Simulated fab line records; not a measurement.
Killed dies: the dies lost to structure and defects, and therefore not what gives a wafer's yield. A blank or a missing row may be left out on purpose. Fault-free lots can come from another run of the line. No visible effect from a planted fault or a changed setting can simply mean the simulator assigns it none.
Struck lot and sound lot, side by side | flow sky130 | 15 steps out of a route of 708
Sound: these wafers, L186.3, L186.5, L186.6. The struck wafers were L189.1, L189.3, L189.6. The cause is given at the end.
Order at every step that has rows: each side's tool, ch and its chambers, its first start. Under that, the readings that differ: sound wafers | struck wafers | difference of the means | sigmas: that difference in standard deviations of wafers without a fault.
alike: words and numbers the same on both sides, and readings whose means are apart by under 2 such deviations; not compared: readings that were withheld, readings missing a value for some wafer, numbers with overlapping values and no deviation given by the record, and bounds like >300 which may hide the same value.
Wherever a step has rows on one side only, a row that says differs or no value, or a row with sigmas, the two part there. Numbers that don't overlap but have no deviation are shown without sigmas and don't part them. Lack of a reading on every wafer of one side parts them only where that side has two or more wafers.

first, 2 steps without rows for these wafers: SKY_DNWELL_DEVELOP_06 (develop time 60 s); SKY_DNWELL_IMPLANT_07.
SKY_DNWELL_STRIP_08: strips in O2/N2.
  sound on plasma-asher-01 ch 0,1, day 6 13:48; struck on plasma-asher-02 ch 1, day 7 04:34
  alike: drypump-motor-current-A, oes-product-au, strip-time-to-endpoint-s
  not compared: rf-hours-counter-h
SKY_DNWELL_TW_MEAS_09:
  sound on film-metro-01 at day 6 13:53; struck on film-metro-01 at day 7 04:40
  alike: DNWELL_TW
then, 7 steps without rows for these wafers: SKY_PWDE_DEHYDRATE_00 (time 60 s); SKY_PWDE_HMDS_01 (prime time 60 s); SKY_PWDE_COAT_02 (resist thk 3000 nm); SKY_PWDE_SOFTBAKE_03; SKY_PWDE_EXPOSE_04 (exposes mask PWDEM, target cd 840 nm); SKY_PWDE_PEB_05; SKY_PWDE_DEVELOP_06 (develop time 60 s).
SKY_PWDE_OVL_MEAS_07:
  sound on overlay-01 at day 7 07:50; struck on overlay-01 at day 8 01:08
  alike: PWDE_OVL
SKY_PWDE_IMPLANT_08:
  sound on implanter-04 ch 0, day 7 07:54; struck on implanter-03 ch 0, day 8 01:10
  reading                   | sound                | struck               | difference | sigmas
  beam-energy-keV           | 149.91 149.95 150.05 | 127.95 127.96 127.99 | -22.00     | -99 or more
  model.implant.rp-nm (nm)  | 429.5 429.5 429.5    | 392.2 392.2 392.2    | -37.3      |
  model.implant.drp-nm (nm) | 97.97 97.97 97.97    | 92.22 92.22 92.22    | -5.75      |
SKY_PWDE_STRIP_09: strips in O2/N2.
  sound on plasma-asher-01 ch 0,1, day 7 08:02; struck on plasma-asher-02 ch 0,1, day 8 01:19
  alike: drypump-motor-current-A, oes-product-au, strip-time-to-endpoint-s
  not compared: rf-hours-counter-h
-- the record jumps here: 42 days lie between the struck wafers' starts before and after (it left off in module PWDE and takes up again in module PAD_OPEN, whose first step shown is number 708 of the route) --
SKY_PAD_OPEN_PROBE_99:
  sound on prober-01 at day 49 08:13; struck on prober-01 at day 49 19:24
  reading                                 | sound                         | struck                        | difference | sigmas
  model.etest.res_p_drift_20v.line-ohm-um | 1.123e+04 1.148e+04 1.217e+04 | 1.432e+04 1.734e+04 1.646e+04 | +4.413e+03 |
  model.etest.res_p_drift_20v.rs-ohm-sq   | 9547 9551 1.016e+04           | 1.207e+04 1.445e+04 1.373e+04 | +3.664e+03 |
  alike: killed_at_M0_to_M3, killed_at_M4_up, killed-at-contacts, killed-at-front-end, killed-at-other, killed-dies, killed-open, killed-short

## WHERE THEY PART
Only at SKY_PWDE_IMPLANT_08, as far as this record shows. Later steps at which nothing parts them and some readings are alike: SKY_PWDE_STRIP_09, SKY_PAD_OPEN_PROBE_99.

WHY: whatever the simulator had introduced
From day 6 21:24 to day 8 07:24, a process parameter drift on implanter-03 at SKY_PWDE_IMPLANT_08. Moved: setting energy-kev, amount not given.
